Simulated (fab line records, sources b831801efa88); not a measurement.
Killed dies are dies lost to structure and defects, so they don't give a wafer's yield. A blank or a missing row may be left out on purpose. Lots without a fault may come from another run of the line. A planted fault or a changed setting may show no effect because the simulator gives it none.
Tool commonality check | flow gf180mcu | 13 lots, 39 wafers sampled

WHY IT WAS OPENED
At GF_PSD_RS_MEAS_14 the reading NSD_RS is flagged on 2 of 13 lots. Wafers without a fault read 46.11 ohm/sq, standard deviation 0.08.
Rule: a lot is flagged when every wafer of it that has a number lies more than 4 standard deviations from that mean, or none has a number. The other lots count as sound.

lot  | measured     | on            | NSD_RS (ohm/sq), wafer by wafer | flag
L450 | day 14 09:35 | film_metro-04 | 46.17 46.09 46.09               |
L456 | day 16 21:24 | film_metro-01 | 48.91 48.97 48.99               | FLAGGED
L457 | day 17 04:52 | film_metro-02 | 49.05 49.04 49.04               | FLAGGED
L462 | day 18 15:14 | film_metro-01 | 46.21 46.14 46.13               |
L463 | day 18 19:50 | film_metro-02 | 46.19 46.32 46.11               |
L464 | day 19 11:31 | film_metro-02 | 46.22 46.28 46.14               |
L465 | day 19 18:45 | film_metro-04 | 46.12 46.02 46.02               |
L468 | day 20 18:55 | film_metro-02 | 46.12 45.93 46.11               |
L469 | day 21 07:37 | film_metro-02 | 46.08 46.12 46.15               |
L470 | day 21 11:22 | film_metro-01 | 46.18 46.19 46.14               |
L471 | day 21 16:34 | film_metro-02 | 46.23 46.20 46.20               |
L472 | day 22 02:40 | film_metro-04 | 46.07 46.07 46.13               |
L473 | day 22 10:41 | film_metro-04 | 46.03 46.19 46.06               |
The numbers of the flagged lots are 49.00 ohm/sq on average: +2.89 ohm/sq against the usual, or +36 standard deviations.

WHICH TOOL RAN EACH LOT
The record holds 1 process step before the reading, out of a route of 602 steps. In each cell: the tool, then ch and the chambers that the sampled wafers went through, then the start.
lot  | flag    | GF_PSD_RTA_13
L450 |         | rtp_anneal-01 ch 0, day 14 09:31
L456 | FLAGGED | rtp_anneal-01 ch 0, day 16 21:19
L457 | FLAGGED | rtp_anneal-01 ch 0, day 17 04:47
L462 |         | rtp_anneal-02 ch 0, day 18 15:08
L463 |         | rtp_anneal-02 ch 0, day 18 19:44
L464 |         | rtp_anneal-02 ch 0, day 19 11:25
L465 |         | rtp_anneal-02 ch 0, day 19 18:39
L468 |         | rtp_anneal-02 ch 0, day 20 18:50
L469 |         | rtp_anneal-01 ch 0, day 21 07:31
L470 |         | rtp_anneal-01 ch 0, day 21 11:16
L471 |         | rtp_anneal-01 ch 0, day 21 16:28
L472 |         | rtp_anneal-01 ch 0, day 22 02:34
L473 |         | rtp_anneal-01 ch 0, day 22 10:35
What these steps do:
- GF_PSD_RTA_13: time 20 s.
- GF_PSD_RS_MEAS_14: measures by four-point-probe.

FLAGGED OVER TOTAL, TOOL BY TOOL (the gauges that took the reading come last)
step              | tool          | lots run | flagged | share of the flagged lots | sound lots run after its first flagged lot
GF_PSD_RTA_13     | rtp_anneal-01 | 8        | 2       | all                       | 5 (L469,L470,L471,L472,L473)
GF_PSD_RTA_13     | rtp_anneal-02 | 5        | 0       | none                      | -
GF_PSD_RS_MEAS_14 | film_metro-01 | 3        | 1       | some                      | 2 (L462,L470)
GF_PSD_RS_MEAS_14 | film_metro-02 | 6        | 1       | some                      | 5 (L463,L464,L468,L469,L471)
GF_PSD_RS_MEAS_14 | film_metro-04 | 4        | 0       | none                      | -

WHAT THE TABLE ALLOWS
1 row of the table ran every flagged lot: rtp_anneal-01 at GF_PSD_RTA_13.
- rtp_anneal-01 at GF_PSD_RTA_13: 2 of its 8 lots flagged. Sound lots ran on it after the first flagged one (L469, L470, L471, L472, L473), which a lasting fault on the whole tool wouldn't allow. Its own readings lie more than 4 standard deviations out on every wafer of the flagged lots: run_length_s.
No row of the table ran every flagged lot and no sound lot after the first.

WHAT THE SIMULATOR HAD PUT IN
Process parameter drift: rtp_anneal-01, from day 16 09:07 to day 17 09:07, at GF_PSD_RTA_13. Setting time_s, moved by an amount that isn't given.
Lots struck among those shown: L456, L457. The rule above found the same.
